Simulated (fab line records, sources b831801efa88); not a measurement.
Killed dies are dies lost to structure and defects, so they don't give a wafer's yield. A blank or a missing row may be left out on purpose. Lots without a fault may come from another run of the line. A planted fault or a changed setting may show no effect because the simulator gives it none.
Which tool did it? | flow sky130 | 6 lots, 17 wafers sampled, at 2 steps of a route of 708

WHAT THE GAUGES READ, wafer by wafer
SKY_FIELD_ISO_CD_MEAS_13: target cd 150 nm.
lot  | measured    | on        | cd_nm (nm)
L705 | day 2 13:52 | cd_sem-02 | 148.7 149.3 148.4
L709 | day 3 08:11 | cd_sem-02 | 149.0 147.7 148.9
L713 | day 4 04:39 | cd_sem-01 | 149.8 149.7 149.0
L715 | day 4 18:28 | cd_sem-01 | 151.0 151.1 151.5
L718 | day 5 05:03 | cd_sem-02 | 150.1 148.1 149.2
L725 | day 6 18:04 | cd_sem-01 | 150.4 101.6

WHICH TOOL RAN EACH LOT (tool, then ch and the chambers of the sampled wafers, then the start)
lot  | SKY_FIELD_ISO_EXPOSE_10
L705 | krf_scanner-02 ch 0, day 2 06:36
L709 | krf_scanner-02 ch 0, day 3 00:18
L713 | krf_scanner-02 ch 0, day 3 19:52
L715 | krf_scanner-02 ch 0, day 4 09:52
L718 | krf_scanner-02 ch 0, day 4 20:27
L725 | krf_scanner-02 ch 0, day 6 08:32
- SKY_FIELD_ISO_EXPOSE_10: exposes mask FOM, target cd 150 nm.

THE ANSWER, worked out from the rows above alone
Rule: what is usual is taken from the lots themselves. Put in order of their means at a reading, lots are off if they are a third of the lots or fewer, leave a main group of 4 or more, and stand apart from it by a gap of 3 or more times the standard deviation of the main group's means; of several such gaps the widest counts. A main group whose means are all the same, to the digits that the tables above print for the reading, isn't used. A lot without any number at a reading at which 4 lots or more have one is off too. The other lots that the step has rows for count as sound.
Off: L725, at SKY_FIELD_ISO_CD_MEAS_13 (cd_nm). The main group: mean 149.4 nm, standard deviation 0.94.
A tool fits if, at a process step before that reading, it ran every lot that is off, and no sound lot after the first of them. The gauges at SKY_FIELD_ISO_CD_MEAS_13 are tried like those tools. Can't be told from this: 2 tools fit, krf_scanner-02 at SKY_FIELD_ISO_EXPOSE_10, cd_sem-01 at SKY_FIELD_ISO_CD_MEAS_13.

WHAT THE SIMULATOR HAD PUT IN
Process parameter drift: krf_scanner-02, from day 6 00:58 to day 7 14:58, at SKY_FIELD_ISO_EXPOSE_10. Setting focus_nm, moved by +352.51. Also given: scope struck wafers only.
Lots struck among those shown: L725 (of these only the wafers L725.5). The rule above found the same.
